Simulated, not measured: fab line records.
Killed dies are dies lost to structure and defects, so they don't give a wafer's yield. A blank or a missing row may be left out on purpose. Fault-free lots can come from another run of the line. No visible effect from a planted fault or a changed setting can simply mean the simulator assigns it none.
fab line records	flow sky130
record: lots: 5	wafers: 15	last_day: 50
route steps=708 shown FIELD_ISO@31 NWELL@32 DNWELL@35 PWDE@45
lots untouched by any fault: they come from a run of this same line in which no faults occurred
start_h: hours from the record's first day to the start of the lot's first wafer shown	wait_h: hours since the lot's step before	" same as the row above	L1.1+2: a single row standing in for several wafers	- no value, or no start was given	* or withheld: withheld	< > ~ a bound
route shown NAME@n: names a module that has steps shown in the file, with the first one's number in the route	usual: mean/standard deviation taken from wafers without a fault	same: alike in all rows	chamber/n: place in a boat	sites: each site's reading	_std_site: the standard deviation of these	_edge_site: the outer-site mean with the inner-site mean subtracted	radius_mm: for every site, how far away it sits from the centre of the wafer	mask NAME#n: copy n	behind: the most recent tool/chamber to have shaped the wafer	hold: reason for holding the lot/hours on hold/outcome of the hold	device: the transistor (n, p or np) that didn't switch	end of line: at the end of the route, the tests of the same wafers	where a step has no rows: the recipe by itself	killed: count of dies lost to structure and defects at first sort (not the wafer's yield)	map: per-die view of a wafer (x killed, . not killed, _ where there is no die)
set.NAME: setting as actually run; set.NAME@STEP: the setting as run at that earlier step	model.NAME: the simulator's own value behind a step, which no gauge read
lots at some steps of the route; a table a step, a row a wafer
services: from which hour (start_h, from the record's first day; less than 0 if before it) a tool's chamber was out of use, for how many hours, and why
== steps ==
step: SKY_FIELD_ISO_WET_ETCH_30
recipe: chemistry: dHF	target_depth_nm: 25	target: SiO2	dilution: 10:1	temp_c: 25	time_s: 50
usual: bath_heat_duty_pct: 6.1/0.47
same: time_s: 50
lot.wafer	tool	chamber	start_h	wait_h	bath_heat_duty_pct
L076.2	wet_bench-01	0	54.22	0.0	7.1
L076.3	"	0	"	"	6.6
L076.4	"	0	"	"	7.0
L080.2	wet_bench-01	1	86.48	0.0	6.4
L080.3	"	1	"	"	6.4
L080.5	"	1	"	"	5.7
L087.1	wet_bench-02	3	106.83	0.0	6.4
L087.4	"	3	"	"	6.4
L087.6	"	3	"	"	6.8
L088.1	wet_bench-02	2	123.77	0.0	6.6
L088.4	"	2	"	"	6.1
L088.5	"	2	"	"	6.3
L094.2	wet_bench-01	3	146.10	0.0	5.2
L094.4	"	3	"	"	5.4
L094.6	"	3	"	"	5.5
step: SKY_NWELL_CLEAN_00
recipe: chemistry: SC1/SC2	mix: 1:4:20	temp_c: 70	time_s: 150	dry: n2_spin
usual: bath_heat_duty_pct: 13.1/0.93
same: time_s: 150
lot.wafer	tool	chamber	start_h	wait_h	bath_heat_duty_pct
L076.2	wet_bench-02	1	54.27	0.0	14.8
L076.3	"	1	"	"	12.5
L076.4	"	1	"	"	13.4
L080.2	wet_bench-01	3	86.50	0.0	13.4
L080.3	"	3	"	"	11.6
L080.5	"	3	"	"	12.0
L087.1	wet_bench-01	3	106.86	0.0	12.2
L087.4	"	3	"	"	12.6
L087.6	"	3	"	"	12.6
L088.1	wet_bench-02	1	123.79	0.0	12.0
L088.4	"	1	"	"	13.1
L088.5	"	1	"	"	12.8
L094.2	wet_bench-03	3	146.12	0.0	14.2
L094.4	"	3	"	"	13.8
L094.6	"	3	"	"	14.7
step: SKY_NWELL_OXIDATION_01
recipe: temp_c: 900	ambient: O2	stabilise_s: 600	purge_s: 300	target_thk_a: 100	ox_time_s: 1418
usual: ox_temp_c: 900.0/0.37	zone_power_lower_pct: 20.0/1.9
lot.wafer	tool	chamber	start_h	wait_h	ox_temp_c	zone_power_lower_pct
L076.2	furnace-02	0	57.21	2.9	900.5	21.0
L076.3	"	0	"	"	900.1	20.9
L076.4	"	0	"	"	900.0	20.8
L080.2	furnace-02	0	88.44	1.9	900.0	21.0
L080.3	"	0	"	"	900.3	21.1
L080.5	"	0	"	"	900.7	21.0
L087.1	furnace-02	0	108.86	1.9	900.2	20.9
L087.4	"	0	"	"	901.1	21.1
L087.6	"	0	"	"	900.8	21.1
L088.1	furnace-02	0	129.57	5.7	899.8	21.0
L088.4	"	0	"	"	900.1	21.0
L088.5	"	0	"	"	900.1	20.9
L094.2	furnace-01	0	146.27	0.1	899.4	16.0
L094.4	"	0	"	"	899.9	16.4
L094.6	"	0	"	"	900.2	16.0
step: SKY_NWELL_THK_MEAS_02
recipe: reads: SiO2_of_NWELL_OXIDATION_01
usual: NWELL_OXIDATION_THK: 10.10/0.21
lot.wafer	tool	chamber	start_h	wait_h	NWELL_OXIDATION_THK[nm]
L076.2	film_metro-04	-	58.62	0.0	9.89
L076.3	"	-	"	"	9.97
L076.4	"	-	"	"	10.00
L080.2	film_metro-03	-	89.85	0.0	10.08
L080.3	"	-	"	"	10.17
L080.5	"	-	"	"	9.97
L087.1	film_metro-04	-	110.25	0.0	10.14
L087.4	"	-	"	"	10.43
L087.6	"	-	"	"	10.19
L088.1	film_metro-04	-	130.97	0.0	10.25
L088.4	"	-	"	"	10.39
L088.5	"	-	"	"	10.36
L094.2	film_metro-03	-	147.67	0.0	9.83
L094.4	"	-	"	"	10.06
L094.6	"	-	"	"	9.57
step: SKY_DNWELL_DEHYDRATE_00
recipe: temp_c: 200	time_s: 60
same: time_s: 60
lot.wafer	tool	chamber	start_h	wait_h
L076.2+3+4	litho_track-04	0	66.17	7.5
L080.2+3+5	litho_track-04	0	97.02	7.2
L087.1+4+6	litho_track-01	0	118.11	7.8
L088.1+4+5	litho_track-03	0	139.29	8.3
L094.2+4+6	litho_track-01	0	156.43	8.8
step: SKY_DNWELL_HMDS_01
recipe: prime_time_s: 60	prime_temp_c: 120
same: prime_time_s: 60
lot.wafer	tool	chamber	start_h	wait_h
L076.2+3+4	litho_track-04	0	66.32	0.1
L080.2+3+5	litho_track-04	0	97.17	0.1
L087.1+4+6	litho_track-01	0	118.26	0.1
L088.1+4+5	litho_track-03	0	139.44	0.1
L094.2+4+6	litho_track-01	0	156.58	0.1
step: SKY_DNWELL_COAT_02
recipe: spin_rpm: 2000	resist_thk_nm: 3036
lot.wafer	tool	chamber	start_h	wait_h
L076.2+3+4	litho_track-04	0	66.47	0.1
L080.2+3+5	litho_track-04	0	97.32	0.1
L087.1+4+6	litho_track-01	0	118.41	0.1
L088.1+4+5	litho_track-03	0	139.59	0.1
L094.2+4+6	litho_track-01	0	156.73	0.1
step: SKY_DNWELL_SOFTBAKE_03
recipe: temp_c: 110	time_s: withheld
lot.wafer	tool	chamber	start_h	wait_h
L076.2+3+4	litho_track-04	0	66.63	0.1
L080.2+3+5	litho_track-04	0	97.48	0.1
L087.1+4+6	litho_track-01	0	118.56	0.1
L088.1+4+5	litho_track-03	0	139.74	0.1
L094.2+4+6	litho_track-01	0	156.89	0.1
step: SKY_DNWELL_EXPOSE_04
recipe: mask_id: DNM	na: 0.57	target_cd_nm: 3000	dose_mj: 222
lot.wafer	tool	chamber	start_h	wait_h	mask
L076.2+3+4	iline_stepper-01	0	-	-	DNM#0
L080.2+3+5	iline_stepper-01	0	-	-	DNM#0
L087.1+4+6	iline_stepper-02	0	-	-	DNM#0
L088.1+4+5	iline_stepper-01	0	-	-	DNM#0
L094.2+4+6	iline_stepper-02	0	-	-	DNM#0
step: SKY_DNWELL_PEB_05
recipe: temp_c: 115	time_s: withheld
lot.wafer	tool	chamber	start_h	wait_h
L076.2+3+4	litho_track-03	0	-	-
L080.2+3+5	litho_track-03	0	-	-
L087.1+4+6	litho_track-03	0	-	-
L088.1+4+5	litho_track-04	0	-	-
L094.2+4+6	litho_track-01	0	-	-
step: SKY_DNWELL_DEVELOP_06
recipe: wall_angle_deg: 90	developer: TMAH	develop_time_s: 60	dev_temp_c: 23
lot.wafer	tool	chamber	start_h	wait_h
L076.2+3+4	litho_track-03	0	-	-
L080.2+3+5	litho_track-03	0	-	-
L087.1+4+6	litho_track-03	0	-	-
L088.1+4+5	litho_track-04	0	-	-
L094.2+4+6	litho_track-01	0	-	-
step: SKY_DNWELL_IMPLANT_07
recipe: species: P	energy_kev: withheld	dose_cm2: withheld	tilt_deg: withheld
usual: end_station_pressure_torr: 5.02e-06/2.8e-07
same: implant_ion_amu: *
lot.wafer	tool	chamber	start_h	wait_h	end_station_pressure_torr
L076.2	implanter-03	0	73.66	-	4.42e-06
L076.3	"	0	"	"	5.27e-06
L076.4	"	0	"	"	4.92e-06
L080.2	implanter-03	0	106.76	-	4.87e-06
L080.3	"	0	"	"	5.14e-06
L080.5	"	0	"	"	4.97e-06
L087.1	implanter-04	0	127.39	-	5.19e-06
L087.4	"	0	"	"	5.21e-06
L087.6	"	0	"	"	4.5e-06
L088.1	implanter-03	0	148.19	-	4.6e-06
L088.4	"	0	"	"	4.92e-06
L088.5	"	0	"	"	5.37e-06
L094.2	implanter-03	0	166.73	-	5.22e-06
L094.4	"	0	"	"	5.06e-06
L094.6	"	0	"	"	5.49e-06
step: SKY_DNWELL_STRIP_08
recipe: chemistry: O2/N2	power_w: 1400	pressure_mtorr: 1500	platen_temp_c: withheld	o2_flow_sccm: 3000	n2_flow_sccm: 300	overash_fraction: 0.5
usual: drypump_motor_current_A: 5.6/0.46	oes_product_au: 0.723/0.0044	strip_time_to_endpoint_s: 37.37/0.11
lot.wafer	tool	chamber	start_h	wait_h	drypump_motor_current_A	oes_product_au	rf_hours_counter_h	strip_time_to_endpoint_s
L076.2	plasma_asher-01	0	73.79	0.1	5.3	0.728	37	37.50
L076.3	"	0	"	"	5.2	0.727	-	37.34
L076.4	"	1	"	"	5.5	0.711	-	37.51
L080.2	plasma_asher-01	1	106.89	0.1	5.5	0.721	40	37.36
L080.3	"	1	"	"	5.5	0.721	-	37.39
L080.5	"	1	"	"	5.5	0.729	-	37.39
L087.1	plasma_asher-02	1	127.54	0.1	4.8	0.728	32	37.46
L087.4	"	1	"	"	4.8	0.722	-	37.48
L087.6	"	0	"	"	6.1	0.730	-	37.42
L088.1	plasma_asher-02	0	148.34	0.1	6.1	0.722	34	37.24
L088.4	"	1	"	"	4.8	0.724	-	37.18
L088.5	"	0	"	"	6.1	0.720	-	37.23
L094.2	plasma_asher-01	0	166.86	0.1	5.3	0.722	47	37.41
L094.4	"	0	"	"	5.3	0.728	-	37.54
L094.6	"	0	"	"	5.2	0.722	-	37.50
step: SKY_DNWELL_TW_MEAS_09
usual: DNWELL_TW: 1117/5.3
lot.wafer	tool	chamber	start_h	wait_h	DNWELL_TW
L076.2	film_metro-03	-	73.90	0.1	1106
L076.3	"	-	"	"	1120
L076.4	"	-	"	"	1111
L080.2	film_metro-04	-	107.00	0.1	1109
L080.3	"	-	"	"	1112
L080.5	"	-	"	"	1119
L087.1	film_metro-04	-	127.64	0.1	1114
L087.4	"	-	"	"	1122
L087.6	"	-	"	"	1112
L088.1	film_metro-01	-	148.44	0.1	1111
L088.4	"	-	"	"	1118
L088.5	"	-	"	"	1112
L094.2	film_metro-01	-	166.97	0.1	1126
L094.4	"	-	"	"	1121
L094.6	"	-	"	"	1122
step: SKY_PWDE_DEHYDRATE_00
recipe: temp_c: 200	time_s: 60
same: time_s: 60
lot.wafer	tool	chamber	start_h	wait_h
L076.2+3+4	litho_track-02	0	80.17	6.3
L080.2+3+5	litho_track-01	0	114.93	7.9
L087.1+4+6	litho_track-01	0	135.81	8.2
L088.1+4+5	litho_track-03	0	158.34	9.9
L094.2+4+6	litho_track-01	0	175.88	8.9
step: SKY_PWDE_HMDS_01
recipe: prime_time_s: 60	prime_temp_c: 120
same: prime_time_s: 60
lot.wafer	tool	chamber	start_h	wait_h
L076.2+3+4	litho_track-02	0	80.32	0.1
L080.2+3+5	litho_track-01	0	115.08	0.1
L087.1+4+6	litho_track-01	0	135.96	0.1
L088.1+4+5	litho_track-03	0	158.49	0.1
L094.2+4+6	litho_track-01	0	176.03	0.1
step: SKY_PWDE_COAT_02
recipe: spin_rpm: 2000	resist_thk_nm: 3000
lot.wafer	tool	chamber	start_h	wait_h
L076.2+3+4	litho_track-02	0	80.47	0.1
L080.2+3+5	litho_track-01	0	115.23	0.1
L087.1+4+6	litho_track-01	0	136.11	0.1
L088.1+4+5	litho_track-03	0	158.64	0.1
L094.2+4+6	litho_track-01	0	176.18	0.1
step: SKY_PWDE_SOFTBAKE_03
recipe: temp_c: 110	time_s: withheld
lot.wafer	tool	chamber	start_h	wait_h
L076.2+3+4	litho_track-02	0	80.63	0.1
L080.2+3+5	litho_track-01	0	115.39	0.1
L087.1+4+6	litho_track-01	0	136.26	0.1
L088.1+4+5	litho_track-03	0	158.79	0.1
L094.2+4+6	litho_track-01	0	176.34	0.1
step: SKY_PWDE_EXPOSE_04
recipe: mask_id: PWDEM	na: 0.6	source_shape: conventional	sigma_outer: 0.6	polarization: unpolarized	target_cd_nm: 840	dose_mj: 214
same: sigma_outer: 0.6
lot.wafer	tool	chamber	start_h	wait_h	mask
L076.2+3+4	iline_stepper-02	0	-	-	PWDEM#0
L080.2+3+5	iline_stepper-02	0	-	-	PWDEM#0
L087.1+4+6	iline_stepper-02	0	-	-	PWDEM#0
L088.1+4+5	iline_stepper-02	0	-	-	PWDEM#0
L094.2+4+6	iline_stepper-02	0	-	-	PWDEM#0
step: SKY_PWDE_PEB_05
recipe: temp_c: 115	time_s: withheld
lot.wafer	tool	chamber	start_h	wait_h
L076.2+3+4	litho_track-02	0	-	-
L080.2+3+5	litho_track-01	0	-	-
L087.1+4+6	litho_track-01	0	-	-
L088.1+4+5	litho_track-03	0	-	-
L094.2+4+6	litho_track-01	0	-	-
step: SKY_PWDE_DEVELOP_06
recipe: wall_angle_deg: 90	developer: TMAH	develop_time_s: 60	dev_temp_c: 23
lot.wafer	tool	chamber	start_h	wait_h
L076.2+3+4	litho_track-02	0	-	-
L080.2+3+5	litho_track-01	0	-	-
L087.1+4+6	litho_track-01	0	-	-
L088.1+4+5	litho_track-03	0	-	-
L094.2+4+6	litho_track-01	0	-	-
step: SKY_PWDE_OVL_MEAS_07
usual: PWDE_OVL: -0.8/1.3
lot.wafer	tool	chamber	start_h	wait_h	PWDE_OVL[nm]
L076.2	overlay-02	-	88.30	-	-1.7
L076.3	"	-	"	"	-1.4
L076.4	"	-	"	"	-0.9
L080.2	overlay-01	-	123.61	-	-2.2
L080.3	"	-	"	"	-3.0
L080.5	"	-	"	"	-0.9
L087.1	overlay-01	-	145.61	-	0.8
L087.4	"	-	"	"	0.9
L087.6	"	-	"	"	0.5
L088.1	overlay-01	-	168.49	-	-0.3
L088.4	"	-	"	"	0.3
L088.5	"	-	"	"	0.5
L094.2	overlay-02	-	187.36	-	-0.5
L094.4	"	-	"	"	0.7
L094.6	"	-	"	"	-2.6
step: SKY_PWDE_IMPLANT_08
recipe: species: B	energy_kev: 150	dose_cm2: 3.6e+12	tilt_deg: withheld
usual: beam_energy_keV: 150.01/0.041	end_station_pressure_torr: 5e-06/2.5e-07
same: implant_ion_amu: 11
lot.wafer	tool	chamber	start_h	wait_h	beam_energy_keV	end_station_pressure_torr
L076.2	implanter-01	0	88.36	0.0	150.05	4.81e-06
L076.3	"	0	"	"	150.03	4.98e-06
L076.4	"	0	"	"	150.03	5.04e-06
L080.2	implanter-03	0	123.67	0.0	150.04	4.89e-06
L080.3	"	0	"	"	150.02	5.06e-06
L080.5	"	0	"	"	150.00	4.92e-06
L087.1	implanter-01	0	145.64	0.0	149.98	5.13e-06
L087.4	"	0	"	"	150.03	4.87e-06
L087.6	"	0	"	"	150.01	5.41e-06
L088.1	implanter-03	0	168.52	0.0	149.91	5e-06
L088.4	"	0	"	"	149.96	5.25e-06
L088.5	"	0	"	"	149.93	5.75e-06
L094.2	implanter-01	0	187.42	0.0	149.97	5.14e-06
L094.4	"	0	"	"	150.01	4.7e-06
L094.6	"	0	"	"	150.01	5.14e-06
step: SKY_PWDE_STRIP_09
recipe: chemistry: O2/N2	power_w: 1400	pressure_mtorr: 1500	platen_temp_c: withheld	o2_flow_sccm: 3000	n2_flow_sccm: 300	overash_fraction: 0.5
usual: drypump_motor_current_A: 5.5/0.44	oes_product_au: 0.723/0.0048	strip_time_to_endpoint_s: 36.97/0.1
lot.wafer	tool	chamber	start_h	wait_h	drypump_motor_current_A	oes_product_au	rf_hours_counter_h	strip_time_to_endpoint_s
L076.2	plasma_asher-04	0	88.48	0.1	5.8	0.721	40	37.05
L076.3	"	0	"	"	5.8	0.712	-	36.99
L076.4	"	1	"	"	5.7	0.726	-	37.00
L080.2	plasma_asher-02	1	123.79	0.1	4.8	0.717	32	36.90
L080.3	"	0	"	"	6.1	0.719	-	36.88
L080.5	"	1	"	"	4.8	0.728	-	37.00
L087.1	plasma_asher-02	1	145.79	0.1	4.8	0.719	34	36.93
L087.4	"	1	"	"	4.8	0.725	-	37.04
L087.6	"	0	"	"	6.1	0.726	-	37.10
L088.1	plasma_asher-02	0	168.67	0.1	6.1	0.723	36	37.05
L088.4	"	0	"	"	6.1	0.715	-	36.93
L088.5	"	1	"	"	4.7	0.721	-	36.99
L094.2	plasma_asher-01	1	187.54	0.1	5.5	0.729	49	37.07
L094.4	"	1	"	"	5.5	0.720	-	37.14
L094.6	"	0	"	"	5.2	0.720	-	37.14
step: SKY_PWDE_TW_MEAS_10
usual: PWDE_TW: 374.2/1.4
lot.wafer	tool	chamber	start_h	wait_h	PWDE_TW
L076.2	film_metro-03	-	88.59	0.1	372.6
L076.3	"	-	"	"	373.5
L076.4	"	-	"	"	374.7
L080.2	film_metro-01	-	123.90	0.1	372.8
L080.3	"	-	"	"	373.9
L080.5	"	-	"	"	374.6
L087.1	film_metro-01	-	145.89	0.1	374.3
L087.4	"	-	"	"	374.9
L087.6	"	-	"	"	374.4
L088.1	film_metro-03	-	168.77	0.1	376.6
L088.4	"	-	"	"	375.5
L088.5	"	-	"	"	376.7
L094.2	film_metro-03	-	187.65	0.1	375.0
L094.4	"	-	"	"	376.2
L094.6	"	-	"	"	375.7
== services ==
tool	chamber	start_h	hours	kind
iline_stepper-01	-	31.48	4.4	pm
plasma_asher-02	-	35.30	1.7	repair
iline_stepper-02	-	35.93	1.7	pm
plasma_asher-04	-	42.10	2.8	pm
implanter-03	-	44.24	3.6	repair
implanter-01	-	47.02	2.4	repair
iline_stepper-02	0	51.78	-	calibration
implanter-04	-	60.35	11.0	pm
implanter-01	-	68.53	5.1	repair
furnace-02	-	85.64	2.8	pm
implanter-01	-	97.69	5.8	repair
furnace-01	-	100.25	13.4	pm
iline_stepper-01	-	105.93	1.7	pm
plasma_asher-04	-	108.75	9.0	pm
plasma_asher-04	0	108.75	9.0	vent_cycle
implanter-04	-	112.16	2.6	repair
furnace-01	-	113.17	21.8	repair
furnace-02	-	135.39	4.4	pm
implanter-03	-	135.41	2.0	repair
implanter-04	-	147.05	4.2	pm
implanter-04	-	163.44	9.1	repair
furnace-01	-	175.38	3.9	pm
iline_stepper-01	0	186.70	-	calibration
implanter-04	-	187.40	4.2	pm
== key ==
fault none
